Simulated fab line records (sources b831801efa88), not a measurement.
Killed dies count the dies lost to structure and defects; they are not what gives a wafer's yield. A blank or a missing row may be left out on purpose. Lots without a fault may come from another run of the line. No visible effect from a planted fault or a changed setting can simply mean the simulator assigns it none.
Which of the tools did it?    flow gf180mcu    18 wafers from 6 lots sampled at 3 of the route's 602 steps

## WHAT EACH GAUGE READ, for each wafer
GF_TOP_METAL_OVL_MEAS_15.
lot   measured      on          TOP_METAL_OVL (nm)
L523  day 28 09:40  overlay-02  0.2 0.7 -1.3
L525  day 29 06:01  overlay-01  0.5 -0.3 1.0
L527  day 29 19:34  overlay-01  0.8 1.7 0.1
L533  day 31 10:17  overlay-01  0.4 -1.2 0.3
L538  day 32 19:04  overlay-02  1.8 2.2 1.0
L544  day 34 01:01  overlay-01  2.1 1.9 0.7

## EACH LOT AND THE TOOL THAT RAN IT (in order: tool; ch and the chambers of the sampled wafers; start)
lot   GF_V5_CVD_23                  GF_V5_CMP_26
L523  cvdW-02 ch 0,1, day 27 13:22  cmp-02 ch 0,1,2, day 27 13:46
L525  cvdW-02 ch 0,1, day 28 09:44  cmp-02 ch 1,2,3, day 28 10:02
L527  cvdW-01 ch 0,1, day 28 23:33  cmp-01 ch 0,1,3, day 28 23:50
L533  cvdW-02 ch 0,1, day 30 16:27  cmp-02 ch 1,2, day 30 16:45
L538  cvdW-01 ch 0,1, day 32 01:57  cmp-01 ch 1,2, day 32 02:31
L544  cvdW-01 ch 0,1, day 33 09:02  cmp-01 ch 0,1, day 33 09:20
- GF_V5_CVD_23: deposits W, target thk 350 nm, time 104.9 s.
- GF_V5_CMP_26: polishes, stops on SiO2, t overpolish 15 s, target thk 0 nm.

## THE ANSWER, worked out from the rows above alone
Rule: what is usual is taken from the lots themselves. The widest of any qualifying gaps counts: lots, ordered by their means at a reading, are off when they make up no more than a third of the lots, leave a main group of 4 or more, and stand apart from it by 3 or more times the standard deviation of that group's means. Not used: any main group whose means are identical at the precision the tables above print for the reading. Also off: a lot with no number at a reading for which 4 or more lots have one. Where the step has rows for the other lots, those lots are counted as sound.
No lot is off at any reading shown: from this, nothing can be told.

## WHAT THE SIMULATOR PUT IN
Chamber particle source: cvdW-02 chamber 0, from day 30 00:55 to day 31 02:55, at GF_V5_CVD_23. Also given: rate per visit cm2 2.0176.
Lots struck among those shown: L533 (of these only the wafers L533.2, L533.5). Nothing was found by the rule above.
